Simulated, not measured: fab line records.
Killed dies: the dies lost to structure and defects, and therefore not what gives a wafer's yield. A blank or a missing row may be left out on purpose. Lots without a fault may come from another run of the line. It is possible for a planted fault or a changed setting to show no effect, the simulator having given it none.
Shared-tool check :: flow gf180mcu :: 13 lots and 39 wafers in the sample

== WHY THIS WAS OPENED ==
At GF_HV_LDD_CD_MEAS_31 the reading cdNm is flagged on 2 of 13 lots. Fault-free wafers read 400.5 nm, with a standard deviation of 2.5.
Rule: a lot gets a flag if all its wafers with a number sit over 4 standard deviations from that mean, or if no wafer of it has a number. The rest of the lots are taken to be sound.

lot: L267
measured: day 11 14:39
on: cdSem-01
cdNm (nm), wafer by wafer: 401.5 399.5 401.9
flag: 

lot: L268
measured: day 11 22:42
on: cdSem-01
cdNm (nm), wafer by wafer: 403.3 403.2 403.8
flag: 

lot: L269
measured: day 12 02:33
on: cdSem-01
cdNm (nm), wafer by wafer: 401.3 401.2 401.2
flag: 

lot: L270
measured: day 12 17:02
on: cdSem-02
cdNm (nm), wafer by wafer: 406.2 403.5 404.0
flag: 

lot: L271
measured: day 12 19:52
on: cdSem-01
cdNm (nm), wafer by wafer: 400.7 400.6 401.6
flag: 

lot: L272
measured: day 13 05:55
on: cdSem-01
cdNm (nm), wafer by wafer: 400.0 399.4 401.9
flag: 

lot: L276
measured: day 14 10:16
on: cdSem-02
cdNm (nm), wafer by wafer: 422.0 422.9 422.4
flag: FLAGGED

lot: L277
measured: day 14 20:16
on: cdSem-01
cdNm (nm), wafer by wafer: 396.8 396.8 399.1
flag: 

lot: L278
measured: day 15 11:01
on: cdSem-02
cdNm (nm), wafer by wafer: 421.3 419.0 423.0
flag: FLAGGED

lot: L284
measured: day 17 01:18
on: cdSem-02
cdNm (nm), wafer by wafer: 402.7 403.2 403.8
flag: 

lot: L285
measured: day 17 11:10
on: cdSem-01
cdNm (nm), wafer by wafer: 400.3 400.0 398.5
flag: 

lot: L286
measured: day 17 17:41
on: cdSem-02
cdNm (nm), wafer by wafer: 402.5 403.0 401.8
flag: 

lot: L290
measured: day 19 03:44
on: cdSem-01
cdNm (nm), wafer by wafer: 400.4 402.7 401.1
flag: 
On average the flagged lots' numbers are 421.8 nm, which is +21.3 nm against the usual, or +9 standard deviations.

== WHICH TOOL EACH LOT WENT THROUGH ==
The record keeps 1 process step preceding the reading, out of 602 steps on the route. Cell contents, in order: the tool; ch with the chambers the sampled wafers went through; the start.
lot: L267
flag: 
GF_HV_LDD_EXPOSE_28: ilineStepper-02 ch 0, day 11 05:33

lot: L268
flag: 
GF_HV_LDD_EXPOSE_28: ilineStepper-02 ch 0, day 11 13:31

lot: L269
flag: 
GF_HV_LDD_EXPOSE_28: ilineStepper-01 ch 0, day 11 16:53

lot: L270
flag: 
GF_HV_LDD_EXPOSE_28: ilineStepper-01 ch 0, day 12 07:43

lot: L271
flag: 
GF_HV_LDD_EXPOSE_28: ilineStepper-01 ch 0, day 12 10:33

lot: L272
flag: 
GF_HV_LDD_EXPOSE_28: ilineStepper-01 ch 0, day 12 20:04

lot: L276
flag: FLAGGED
GF_HV_LDD_EXPOSE_28: ilineStepper-02 ch 0, day 13 23:58

lot: L277
flag: 
GF_HV_LDD_EXPOSE_28: ilineStepper-01 ch 0, day 14 09:44

lot: L278
flag: FLAGGED
GF_HV_LDD_EXPOSE_28: ilineStepper-02 ch 0, day 15 00:26

lot: L284
flag: 
GF_HV_LDD_EXPOSE_28: ilineStepper-01 ch 0, day 16 14:37

lot: L285
flag: 
GF_HV_LDD_EXPOSE_28: ilineStepper-01 ch 0, day 16 23:56

lot: L286
flag: 
GF_HV_LDD_EXPOSE_28: ilineStepper-01 ch 0, day 17 05:34

lot: L290
flag: 
GF_HV_LDD_EXPOSE_28: ilineStepper-01 ch 0, day 18 15:55
What the steps here do:
- GF_HV_LDD_EXPOSE_28: exposes mask Nplus HV AREA, target cd 400 nm.
- GF_HV_LDD_CD_MEAS_31: target cd 400 nm.

== FLAGGED AGAINST TOTAL, ONE TOOL AT A TIME (gauges that did the reading follow at the end) ==
step: GF_HV_LDD_EXPOSE_28
tool: ilineStepper-01
lots run: 9
flagged: 0
share of the flagged lots: none
sound lots run after its first flagged lot: -

step: GF_HV_LDD_EXPOSE_28
tool: ilineStepper-02
lots run: 4
flagged: 2
share of the flagged lots: all
sound lots run after its first flagged lot: 0

step: GF_HV_LDD_CD_MEAS_31
tool: cdSem-01
lots run: 8
flagged: 0
share of the flagged lots: none
sound lots run after its first flagged lot: -

step: GF_HV_LDD_CD_MEAS_31
tool: cdSem-02
lots run: 5
flagged: 2
share of the flagged lots: all
sound lots run after its first flagged lot: 2 (L284,L286)

== WHAT THE TABLE ALLOWS ==
2 rows of the table ran every flagged lot: ilineStepper-02 at GF_HV_LDD_EXPOSE_28, cdSem-02 at GF_HV_LDD_CD_MEAS_31.
- ilineStepper-02 at GF_HV_LDD_EXPOSE_28: 2 of its 4 lots flagged. Its last sound lot is L268 (day 11 13:31), its first flagged lot L276 (day 13 23:58): a fault that began between those two fits. Its own readings lie more than 4 standard deviations out on every wafer of the flagged lots: exposureDoseMJCm2.
- cdSem-02 at GF_HV_LDD_CD_MEAS_31: 2 of its 5 lots flagged. Sound lots followed the first flagged one (L284, L286) on it, something a lasting fault affecting the whole tool could not allow.
Just one tool remains: ilineStepper-02 at GF_HV_LDD_EXPOSE_28.

== WHAT WAS PUT IN BY THE SIMULATOR ==
Drift in process parameters on ilineStepper-02 at GF_HV_LDD_EXPOSE_28, starting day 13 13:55. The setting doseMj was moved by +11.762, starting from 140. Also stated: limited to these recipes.
Shown lots that were struck: L276, L278. The same result came from the rule above.
